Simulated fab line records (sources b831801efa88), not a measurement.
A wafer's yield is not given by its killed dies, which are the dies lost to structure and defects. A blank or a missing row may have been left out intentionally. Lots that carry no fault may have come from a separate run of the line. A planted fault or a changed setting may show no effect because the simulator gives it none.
Which tool is to blame? -- flow sky130 -- Sampling: 6 lots, 18 wafers, 4 of 708 route steps

== WHAT THE GAUGES SHOWED, per wafer ==
SKY_VIA1_THK_MEAS_01.
lot,measured,on,VIA1_HDPCVD_THK (nm)
L809,day 34 06:14,film-metro-03,1033 1020 1033
L811,day 34 21:39,film-metro-02,1044 1044 1050
L810,day 35 03:49,film-metro-04,1036 1044 1032
L814,day 35 14:06,film-metro-04,1026 1031 1037
L818,day 36 23:41,film-metro-03,833 833 841
L827,day 39 09:07,film-metro-03,1037 1051 1043

== EACH LOT AND THE TOOL THAT RAN IT (in order: tool; ch and the chambers of the sampled wafers; start) ==
lot,SKY_METAL1_SPUTTER_01,SKY_METAL1_ETCH_18,SKY_VIA1_HDPCVD_00
L809,"pvd-sputter-02, day 33 02:06","rie-metal-03 ch 0,1, day 34 05:19","hdpcvd-01 ch 0,1,2, day 34 06:09"
L811,"pvd-sputter-02, day 33 18:08","rie-metal-04 ch 0,1, day 34 20:45","hdpcvd-02 ch 0,1,2, day 34 21:32"
L810,"pvd-sputter-02, day 34 00:35","rie-metal-01 ch 0, day 35 02:49","hdpcvd-02 ch 1,2, day 35 03:41"
L814,"pvd-sputter-01, day 34 11:19","rie-metal-04 ch 0,1, day 35 13:14","hdpcvd-01 ch 0,2, day 35 13:59"
L818,"pvd-sputter-03, day 35 20:09","rie-metal-01 ch 0,1, day 36 22:48","hdpcvd-02 ch 0,1, day 36 23:34"
L827,"pvd-sputter-02, day 38 06:29","rie-metal-03 ch 0,1, day 39 08:09","hdpcvd-01 ch 0,2, day 39 09:00"
- SKY_METAL1_SPUTTER_01: material TiN, target thk 20 nm, time 16.7 s.
- SKY_METAL1_ETCH_18: etches BARC in N2/H2, stops on SiO2, time 45.9 s, target depth 60 nm.
- SKY_VIA1_HDPCVD_00: deposits SiO2, target thk 1030 nm, time 171.7 s.

== THE ANSWER, worked out from the rows above alone ==
Rule: the lots themselves supply what counts as usual. The widest of any qualifying gaps counts: lots, ordered by their means at a reading, are off when they make up no more than a third of the lots, leave a main group of 4 or more, and stand apart from it by 3 or more times the standard deviation of that group's means. A main group is skipped when, at the precision printed for the reading in the tables above, its means are all equal. A lot without any number at a reading at which 4 lots or more have one is off too. Any other lot the step has rows for is counted as sound.
Off: L818, seen at SKY_VIA1_THK_MEAS_01 (VIA1_HDPCVD_THK). Mean 1037 nm and standard deviation 6.7 in the main group.
A tool fits if, at a process step before that reading, it ran every lot that is off, and no sound lot after the first of them. Gauges at SKY_VIA1_THK_MEAS_01: tried the same way as those tools. Can't be told from this: 3 tools fit, pvd-sputter-03 at SKY_METAL1_SPUTTER_01, rie-metal-01 at SKY_METAL1_ETCH_18, hdpcvd-02 at SKY_VIA1_HDPCVD_00.

== WHAT HAD BEEN PUT IN BY THE SIMULATOR ==
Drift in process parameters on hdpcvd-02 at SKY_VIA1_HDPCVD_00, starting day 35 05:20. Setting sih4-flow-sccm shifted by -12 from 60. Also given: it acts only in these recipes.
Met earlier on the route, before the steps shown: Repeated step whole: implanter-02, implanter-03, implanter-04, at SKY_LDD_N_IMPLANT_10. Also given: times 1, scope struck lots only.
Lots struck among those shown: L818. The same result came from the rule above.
